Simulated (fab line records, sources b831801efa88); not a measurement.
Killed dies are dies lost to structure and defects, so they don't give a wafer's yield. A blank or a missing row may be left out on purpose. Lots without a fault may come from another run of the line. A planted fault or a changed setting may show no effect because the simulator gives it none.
Chamber matching | flow sky130 | SKY_FIELD_ISO_ETCH_17 on rie_si-01: 4 sister chambers
The step etches Si in HBr/Cl2/O2, target depth 342 nm, time 97.7 s. 24 wafers are shown with their chamber, then 12 later ones without.

WAFERS WITH THEIR CHAMBER
wafer  | chamber | drypump_motor_current_A (A) | he_backside_leak_sccm (sccm) | oes_product_au (a.u.)
L074.3 | 3       | 6.6                         | 2.69                         | 0.998
L074.5 | 1       | 5.7                         | 2.73                         | 1.012
L074.6 | 0       | 5.8                         | 2.88                         | 0.984
L076.1 | 0       | 5.8                         | 2.83                         | 1.005
L076.2 | 3       | 6.6                         | 2.75                         | 1.006
L076.6 | 0       | 5.8                         | 2.81                         | 0.993
L079.3 | 3       | 6.6                         | 2.66                         | 1.007
L079.4 | 0       | 5.8                         | 2.77                         | 1.001
L079.5 | 3       | 6.6                         | 2.65                         | 0.989
L080.2 | 2       | 4.8                         | 2.94                         | 0.998
L080.5 | 3       | 6.6                         | 2.68                         | 0.995
L080.6 | 2       | 4.9                         | 2.82                         | 1.007
L082.2 | 1       | 5.7                         | 2.84                         | 1.010
L082.5 | 3       | 6.6                         | 2.81                         | 0.998
L082.6 | 2       | 4.9                         | 2.74                         | 1.008
L083.1 | 2       | 4.8                         | 2.82                         | 1.005
L083.2 | 3       | 6.6                         | 2.83                         | 1.000
L083.4 | 1       | 5.7                         | 2.82                         | 1.007
L084.1 | 2       | 4.9                         | 2.82                         | 0.988
L084.5 | 3       | 6.6                         | 2.73                         | 0.990
L084.6 | 0       | 5.8                         | 2.71                         | 0.991
L087.2 | 3       | 6.6                         | 2.61                         | 0.993
L087.3 | 1       | 5.7                         | 2.85                         | 0.999
L087.5 | 1       | 5.7                         | 2.85                         | 1.009

SIGNATURES (means of the wafers above)
reading                 | chamber 0 | chamber 1 | chamber 2 | chamber 3 | scatter within a chamber
drypump_motor_current_A | 5.800     | 5.700     | 4.860     | 6.600     | 0.0245
he_backside_leak_sccm   | 2.8000    | 2.8180    | 2.8280    | 2.7122    | 0.0674
oes_product_au          | 0.99480   | 1.00740   | 1.00120   | 0.99733   | 0.007
Rule: a wafer's distance from a chamber is the root of the sum, over the readings, of the square of ((its reading less the chamber's mean) divided by the reading's scatter). The wafer belongs to the nearest chamber; if the next one is less than 2 further off, it can't be placed. The scatter: the root of (the sum of the squares of (reading less its chamber's mean) over the shown wafers, divided by (wafers less chambers)).

WAFERS WITHOUT THEIR CHAMBER
wafer  | drypump_motor_current_A (A) | he_backside_leak_sccm (sccm) | oes_product_au (a.u.)
L088.1 | 5.7                         | 2.87                         | 1.004
L088.2 | 6.6                         | 2.83                         | 0.996
L088.4 | 4.9                         | 2.84                         | 1.009
L089.2 | 5.7                         | 2.77                         | 1.005
L089.5 | 6.6                         | 2.69                         | 0.992
L089.6 | 4.8                         | 2.81                         | 0.996
L094.1 | 5.8                         | 2.79                         | 1.000
L094.3 | 5.7                         | 2.86                         | 1.004
L094.6 | 6.6                         | 2.78                         | 1.006
L096.3 | 5.7                         | 2.81                         | 1.005
L096.5 | 5.7                         | 2.90                         | 1.000
L096.6 | 4.9                         | 2.42                         | 0.982

WHICH CHAMBER EACH WENT THROUGH
wafer  | from the rows above | in truth
L088.1 | 1                   | 1
L088.2 | 3                   | 3
L088.4 | 2                   | 2
L089.2 | 1                   | 1
L089.5 | 3                   | 3
L089.6 | 2                   | 2
L094.1 | 0                   | 0
L094.3 | 1                   | 1
L094.6 | 3                   | 3
L096.3 | 1                   | 1
L096.5 | 1                   | 1
L096.6 | 2                   | 2
Placed correctly: 12 of 12. Can't be placed from these rows: 0. Placed wrongly: 0.
